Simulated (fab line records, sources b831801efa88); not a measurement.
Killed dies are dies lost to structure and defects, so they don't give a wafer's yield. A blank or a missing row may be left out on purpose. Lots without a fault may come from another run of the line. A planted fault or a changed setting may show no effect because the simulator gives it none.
A struck lot beside a sound one | flow gf180mcu | 21 steps out of a route of 602
Sound: wafers L708.1, L708.2, L708.6. Struck: wafers L725.2, L725.4, L725.6. The cause comes at the end.
At each step with rows: each side's tool, then ch and its chambers, then its first start. Under that, the readings that differ: sound wafers | struck wafers | difference of the means | sigmas: that difference in standard deviations of wafers without a fault.
alike: readings whose means differ by less than 2 such deviations, and words and numbers that are the same on both sides. not compared: withheld readings, readings that some wafer has no value for, bounds like >300 that may hide the same value, and numbers for which the record gives no deviation and whose values overlap.
The two part at a step that has a row with sigmas, a row that says differs or no value, or rows on one side only. Numbers that don't overlap but have no deviation are shown without sigmas and don't part them. A reading that every wafer of one side lacks parts them only if that side has two wafers or more.

GF_VT_IMPLANT_RS_MEAS_46: measures by four-point-probe.
  sound on film_metro-04, day 8 20:49; struck on film_metro-04, day 13 21:37
  alike: MVSD_RS
GF_VT_IMPLANT_RS_MEAS_47: measures by four-point-probe.
  sound on film_metro-04, day 8 20:56; struck on film_metro-04, day 13 21:44
  alike: NWELL_RS
GF_VT_IMPLANT_RS_MEAS_48: measures by four-point-probe.
  sound on film_metro-04, day 8 21:04; struck on film_metro-04, day 13 21:51
  alike: LVPWELL_RS
GF_VT_IMPLANT_RS_MEAS_49: measures by four-point-probe.
  sound on film_metro-04, day 8 21:11; struck on film_metro-04, day 13 21:58
  alike: MVPSD_RS
then, 4 steps without rows for these wafers: GF_VT_IMPLANT_WET_ETCH_50 (etches SiO2 in dHF, target depth 20 nm, time 400 s); GF_DUAL_GATE_CLEAN_00 (cleans in SC1/SC2, time 150 s); GF_DUAL_GATE_CLEAN_01 (cleans in dHF, time 20 s); GF_DUAL_GATE_OXIDATION_02 (stabilise 600 s, purge 300 s, target thk 10.887 nm).
GF_DUAL_GATE_THK_MEAS_03:
  sound on film_metro-03, day 8 23:54; struck on film_metro-03, day 14 01:11
  alike: DUAL_GATE_OXIDATION_00_THK
then, 3 steps without rows for these wafers: GF_DUAL_GATE_DEHYDRATE_04 (time 60 s); GF_DUAL_GATE_HMDS_05 (prime time 60 s); GF_DUAL_GATE_COAT_06 (resist thk 1000 nm).
GF_DUAL_GATE_SOFTBAKE_07: time 60 s.
  sound on litho_track-04 ch 0, day 9 08:46; struck on litho_track-03 ch 0, day 14 11:10
  reading                                        | sound             | struck               | difference | sigmas
  run_length_s (s)                               | 89.21 89.08 89.14 | 126.66 126.75 126.61 | +37.53     | +99 or more
  model.NOVOLAK_of_DUAL_GATE_COAT_06.thk_nm (nm) | 996.7 1002 1001   | 991.8 994.9 990.7    | -7.4       |
  alike: chill_plate_temp_C, heater_power_total_W
then, 2 steps without rows for these wafers: GF_DUAL_GATE_EXPOSE_08 (exposes mask Dualgate, target cd 700 nm); GF_DUAL_GATE_PEB_09.
GF_DUAL_GATE_DEVELOP_10: develop time 60 s.
  sound on litho_track-04 ch 0, day 9 17:19; struck on litho_track-01 ch 0, day 14 22:11
  reading                                        | sound           | struck            | difference | sigmas
  model.NOVOLAK_of_DUAL_GATE_COAT_06.thk_nm (nm) | 996.3 1002 1000 | 991.4 994.5 990.3 | -7.4       |
  alike: chill_plate_temp_C
GF_DUAL_GATE_OVL_MEAS_11:
  sound on overlay-01, day 9 17:28; struck on overlay-01, day 14 22:19
  alike: DUAL_GATE_OVL
then, 1 step without rows for these wafers: GF_DUAL_GATE_WET_ETCH_12 (etches SiO2 in dHF, target depth 13 nm, time 260 s).
GF_DUAL_GATE_STRIP_13: strips in O2/N2.
  sound on plasma_asher-03 ch 0,1, day 9 17:35; struck on plasma_asher-03 ch 1, day 14 22:25
  reading                      | sound             | struck            | difference | sigmas
  strip_time_to_endpoint_s (s) | 12.61 12.65 12.65 | 12.52 12.57 12.50 | -0.11      | -3
  alike: drypump_motor_current_A, heater_power_w, o2_flow_sccm, oes_product_au
  not compared: rf_hours_counter_h
then, 1 step without rows for these wafers: GF_DUAL_GATE_CLEAN_14 (cleans in SC1/SC2, time 150 s).
GF_PASSIVATION_PROBE_99:
  the record has rows for the sound wafers here (prober-01, day 30 15:28) and none for the struck ones

WHERE THEY PART
First at GF_DUAL_GATE_SOFTBAKE_07; last, within this record, at GF_PASSIVATION_PROBE_99.

WHY: what the simulator had put in
Process parameter drift: litho_track-03, from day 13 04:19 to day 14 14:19, at GF_DUAL_GATE_SOFTBAKE_07. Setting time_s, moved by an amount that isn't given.
